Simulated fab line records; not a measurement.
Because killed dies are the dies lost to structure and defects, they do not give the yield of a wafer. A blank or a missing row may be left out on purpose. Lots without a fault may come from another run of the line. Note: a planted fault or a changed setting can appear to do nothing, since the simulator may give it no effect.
fab line records	flow sky130
record lots=6	wafers=18	last-day=50
route steps=708 shown METAL5@680 PASSIVATION@681 PAD_OPEN@694
lots that met no fault: taken from a fault-free run of the same line
start-h: hours from the record's first day to the start of the lot's first wafer shown	wait-h: hours since the lot's step before	" as in the row above	L1.1+2: a single row standing in for several wafers	- no value, or no start was given	* or withheld: withheld	< > ~ a bound
route shown NAME@n: NAME is a module with steps in the file, n the number in the route of the first one	usual: mean/standard deviation taken from wafers without a fault	same: alike in all rows	chamber/n: place in a boat	sites: per-site readings	_std_site: the standard deviation of these	_edge_site: the outer-site mean with the inner-site mean subtracted	radius-mm: for every site, how far away it sits from the centre of the wafer	mask NAME#n: copy n	behind: the tool/chamber that last shaped the wafer	hold: why the lot was held/for how many hours/how that ended	device: transistor that didn't switch, given as n, p or np	end of line: tests run on the same wafers once the route is complete	a step given without rows: its recipe and nothing more	killed: dies lost to structure and defects at the first sort, not the wafer's yield	map: a wafer's dies, marking killed ones x, the rest . and places with no die _
set.NAME: the setting the step ran with; set.NAME@STEP: the setting that earlier step ran with	model.NAME: the simulator's own value behind a step, which no gauge read
lots seen at some steps along the route; tables by step, rows by wafer
services: the hour from which a tool's chamber was out of use, counted from the record's first day as start-h (under 0 if before that day), plus the number of hours and why
## steps
# step SKY_METAL5_CLEAN_19
# recipe chemistry=O3/DIW	dry=n2-spin
# step SKY_PASSIVATION_CVD_00
# recipe material=SiO2	target-thk-nm=90	temp-c=400	time-s=withheld	rf-w=600
# usual heater-power-w=688/75
lot.wafer	tool	chamber	start-h	wait-h	heater-power-w
L907.1	pecvd-03	0	1036.02	0.0	698
L907.3	"	1	"	"	709
L907.4	"	1	"	"	694
L911.1	pecvd-03	1	1058.03	0.0	686
L911.5	"	2	"	"	595
L911.6	"	0	"	"	707
L915.1	pecvd-04	0	1087.61	0.0	687
L915.4	"	0	"	"	655
L915.6	"	2	"	"	716
L920.2	pecvd-01	1	1113.36	0.0	797
L920.3	"	2	"	"	643
L920.6	"	0	"	"	627
L925.3	pecvd-01	0	1154.88	0.0	655
L925.4	"	2	"	"	581
L925.6	"	1	"	"	901
L928.1	pecvd-03	2	1160.48	0.0	586
L928.2	"	0	"	"	667
L928.3	"	1	"	"	710
# step SKY_PASSIVATION_THK_MEAS_01
# recipe reads=SiO2_of_PASSIVATION_CVD_00
# usual PASSIVATION_CVD_00_THK=90.1/1.2
lot.wafer	tool	chamber	start-h	wait-h	PASSIVATION_CVD_00_THK[nm]
L907.1	film-metro-04	-	1036.05	-	89.4
L907.3	"	-	"	"	90.2
L907.4	"	-	"	"	89.6
L911.1	film-metro-02	-	1058.05	-	89.4
L911.5	"	-	"	"	90.9
L911.6	"	-	"	"	90.9
L915.1	film-metro-01	-	1087.63	-	89.2
L915.4	"	-	"	"	90.4
L915.6	"	-	"	"	90.7
L920.2	film-metro-02	-	1113.39	-	87.8
L920.3	"	-	"	"	88.7
L920.6	"	-	"	"	90.3
L925.3	film-metro-02	-	1154.92	-	89.4
L925.4	"	-	"	"	91.3
L925.6	"	-	"	"	91.6
L928.1	film-metro-01	-	1160.50	-	90.0
L928.2	"	-	"	"	89.8
L928.3	"	-	"	"	90.5
# step SKY_PASSIVATION_CVD_02
# recipe material=Si3N4	target-thk-nm=540	temp-c=400	time-s=withheld	rf-w=450
# usual heater-power-w=737/94
lot.wafer	tool	chamber	start-h	wait-h	heater-power-w
L907.1	pecvd-04	2	1036.11	0.1	921
L907.3	"	0	"	"	651
L907.4	"	2	"	"	738
L911.1	pecvd-04	1	1058.11	0.1	803
L911.5	"	0	"	"	602
L911.6	"	2	"	"	837
L915.1	pecvd-01	0	1087.69	0.1	680
L915.4	"	2	"	"	618
L915.6	"	1	"	"	880
L920.2	pecvd-04	1	1113.44	0.0	663
L920.3	"	0	"	"	678
L920.6	"	2	"	"	884
L925.3	pecvd-03	2	1154.96	0.0	726
L925.4	"	2	"	"	570
L925.6	"	1	"	"	700
L928.1	pecvd-01	1	1160.56	0.1	958
L928.2	"	0	"	"	721
L928.3	"	2	"	"	667
# step SKY_PASSIVATION_THK_MEAS_03
# recipe reads=Si3N4_of_PASSIVATION_CVD_02
# usual PASSIVATION_CVD_02_THK=539/7.1
lot.wafer	tool	chamber	start-h	wait-h	PASSIVATION_CVD_02_THK[nm]
L907.1	film-metro-01	-	1036.33	-	530
L907.3	"	-	"	"	531
L907.4	"	-	"	"	538
L911.1	film-metro-01	-	1058.34	-	529
L911.5	"	-	"	"	531
L911.6	"	-	"	"	528
L915.1	film-metro-02	-	1087.91	-	540
L915.4	"	-	"	"	549
L915.6	"	-	"	"	539
L920.2	film-metro-01	-	1113.68	-	531
L920.3	"	-	"	"	538
L920.6	"	-	"	"	542
L925.3	film-metro-04	-	1155.21	-	530
L925.4	"	-	"	"	542
L925.6	"	-	"	"	540
L928.1	film-metro-01	-	1160.79	-	537
L928.2	"	-	"	"	538
L928.3	"	-	"	"	540
# step SKY_PASSIVATION_DEHYDRATE_04
# recipe temp-c=200	time-s=60
# step SKY_PASSIVATION_HMDS_05
# recipe prime-time-s=60	prime-temp-c=120
# step SKY_PASSIVATION_COAT_06
# recipe spin-rpm=2000	resist-thk-nm=3000
# step SKY_PASSIVATION_SOFTBAKE_07
# recipe temp-c=110	time-s=withheld
# step SKY_PASSIVATION_EXPOSE_08
# recipe mask-id=NSM	target-cd-nm=3000	na=0.57	dose-mj=260
# step SKY_PASSIVATION_PEB_09
# recipe temp-c=115	time-s=withheld
# step SKY_PASSIVATION_DEVELOP_10
# recipe develop-time-s=60	dev-temp-c=23
# step SKY_PASSIVATION_ETCH_11
# recipe chemistry=CF4/O2	target-depth-nm=725	stop-on=AlCu	source-w=800	bias-w=150	pressure-mtorr=150	cf4-flow-sccm=80	O2_flow_sccm=10	time-s=161.1
# usual drypump-motor-current-A=5.6/0.32	oes-product-au=0.977/0.0075	throttle-valve-pct=5.963/0.009
lot.wafer	tool	chamber	start-h	wait-h	drypump-motor-current-A	oes-product-au	rf-hours-counter-h	throttle-valve-pct	model.etch.depth-nm	model.PASSIVATION.feature-depth-nm	model.coat_of_PASSIVATION_COAT_06.thk-nm
L907.1	rie-diel-03	2	1058.59	-	5.2	0.973	5	5.948	694.1	694.1	2500
L907.3	"	1	"	"	5.4	0.967	14	5.967	694.6	694.6	2501
L907.4	"	0	"	"	5.4	0.976	23	5.973	702.6	702.6	2513
L911.1	rie-diel-03	2	1079.14	-	5.2	0.960	6	5.965	694.2	694.2	2499
L911.5	"	1	"	"	5.3	0.970	-	5.944	695.9	695.9	2516
L911.6	"	0	"	"	5.4	0.968	-	5.969	693.9	693.9	2529
L915.1	rie-diel-03	0	1107.44	-	5.4	0.794	24	5.923	489.8	489.8	2653
L915.4	"	1	"	"	5.3	0.979	16	5.976	713.3	713.3	2498
L915.6	"	0	"	"	5.4	0.788	-	5.914	485.8	485.8	2656
L920.2	rie-diel-03	1	1132.96	-	5.3	0.971	17	5.951	694.2	694.2	2525
L920.3	"	3	"	"	5.9	0.978	17	5.961	702.2	702.2	2521
L920.6	"	0	"	"	5.4	0.789	-	5.925	480.1	480.1	2686
L925.3	rie-diel-02	3	1171.67	-	5.7	0.973	1	5.971	694.9	694.9	2525
L925.4	"	2	"	"	5.2	0.981	14	5.966	707.9	707.9	2522
L925.6	"	3	"	"	5.8	0.983	-	5.973	707.8	707.8	2530
L928.1	rie-diel-02	3	1177.17	-	5.7	0.982	1	5.957	702.3	702.3	2510
L928.2	"	1	"	"	5.7	0.970	27	5.961	702.2	702.2	2519
L928.3	"	0	"	"	6.0	0.975	11	5.961	705.9	705.9	2511
# step SKY_PASSIVATION_STRIP_12
# recipe chemistry=O2/N2	power-w=1400	pressure-mtorr=1500	platen-temp-c=withheld	overash-fraction=0.7	o2-flow-sccm=3000	n2-flow-sccm=300
# usual drypump-motor-current-A=5.70/0.28	oes-product-au=0.661/0.0044	strip-time-to-endpoint-s=31.49/0.14
lot.wafer	tool	chamber	start-h	wait-h	drypump-motor-current-A	oes-product-au	rf-hours-counter-h	strip-time-to-endpoint-s
L907.1	plasma-asher-04	0	1058.69	0.1	5.28	0.660	63	31.32
L907.3	"	1	"	"	6.02	0.662	-	31.33
L907.4	"	0	"	"	5.27	0.662	-	31.48
L911.1	plasma-asher-04	0	1079.24	0.1	5.26	0.655	65	31.33
L911.5	"	0	"	"	5.27	0.664	-	31.51
L911.6	"	1	"	"	5.95	0.663	-	31.68
L915.1	plasma-asher-04	0	1107.54	0.1	5.27	0.658	68	33.07
L915.4	"	1	"	"	5.98	0.661	-	31.32
L915.6	"	1	"	"	5.98	0.659	-	33.11
L920.2	plasma-asher-04	0	1133.07	0.1	5.25	0.662	70	31.62
L920.3	"	1	"	"	6.00	0.658	-	31.59
L920.6	"	1	"	"	6.01	0.662	-	33.46
L925.3	plasma-asher-04	1	1171.81	0.1	5.96	0.656	-	31.63
L925.4	"	0	"	"	5.26	0.656	-	31.58
L925.6	"	0	"	"	5.25	0.664	-	31.69
L928.1	plasma-asher-04	1	1177.27	0.1	5.96	0.669	75	31.43
L928.2	"	0	"	"	5.30	0.664	75	31.56
L928.3	"	0	"	"	5.28	0.660	-	31.44
# step SKY_PAD_OPEN_DEHYDRATE_00
# recipe temp-c=200	time-s=60
## services
tool	chamber	start-h	hours	kind
plasma-asher-04	-	1014.64	2.5	repair
rie-diel-02	0	1024.27	2.6	repair
rie-diel-03	-	1044.62	12.1	repair
pecvd-04	2	1050.01	2.1	scheduled-down
rie-diel-02	-	1051.02	0.4	repair
rie-diel-03	2	1070.43	4.6	repair
rie-diel-02	0	1090.07	14.7	repair
pecvd-01	-	1097.67	1.0	repair
rie-diel-03	0	1107.68	-	clean
rie-diel-03	0	1107.68	18.1	scheduled-down
rie-diel-03	0	1107.68	18.1	vent-cycle
pecvd-04	-	1131.04	2.6	repair
rie-diel-02	3	1133.14	5.8	repair
rie-diel-03	0	1137.41	9.2	repair
rie-diel-02	3	1138.92	-	clean
rie-diel-02	3	1138.92	-	consumable-replace:focus-ring
rie-diel-02	3	1138.92	14.3	scheduled-down
rie-diel-02	3	1138.92	14.3	vent-cycle
rie-diel-03	3	1147.90	3.9	repair
pecvd-04	-	1159.42	2.8	pm
pecvd-04	0	1167.72	2.1	scheduled-down
pecvd-01	0	1170.91	5.5	scheduled-down
pecvd-01	0	1176.37	2.1	scheduled-down
rie-diel-03	0	1176.64	1.5	repair
## key
first-sign step=SKY_PASSIVATION_ETCH_11	reading=oes-product-au	direction=down	sigmas=25	usual=0.977	struck=0.790
effect step=SKY_PASSIVATION_ETCH_11	reading=throttle-valve-pct	direction=down	sigmas=4.7	usual=5.963	struck=5.921
effect step=SKY_PASSIVATION_STRIP_12	reading=strip-time-to-endpoint-s	direction=up	sigmas=12	usual=*	struck=*
model-effect step=SKY_PASSIVATION_ETCH_11	value=etch.depth-nm	without=705.2	struck=485.2
met-at SKY_PASSIVATION_ETCH_11
struck-wafers L915.1,L915.6,L920.6
later-rows-left-out L915.1,L915.6,L920.6
sort-left-out L915.1,L915.6,L920.6
onset-between 1079.14 1107.44
fault kind=process-parameter-drift	tool=rie-diel-03	chamber=0	onset-h=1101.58	steps=SKY_PASSIVATION_ETCH_11	channel=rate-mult	offset=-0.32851	shape=step	end-h=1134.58
# sort-left-out: the simulated sort isn't trusted on such a fault, so these wafers' sort isn't shown, and their yield isn't known
# later-rows-left-out: the simulator's readings of these wafers behind a module that went badly wrong aren't trusted and aren't shown, but for the sort
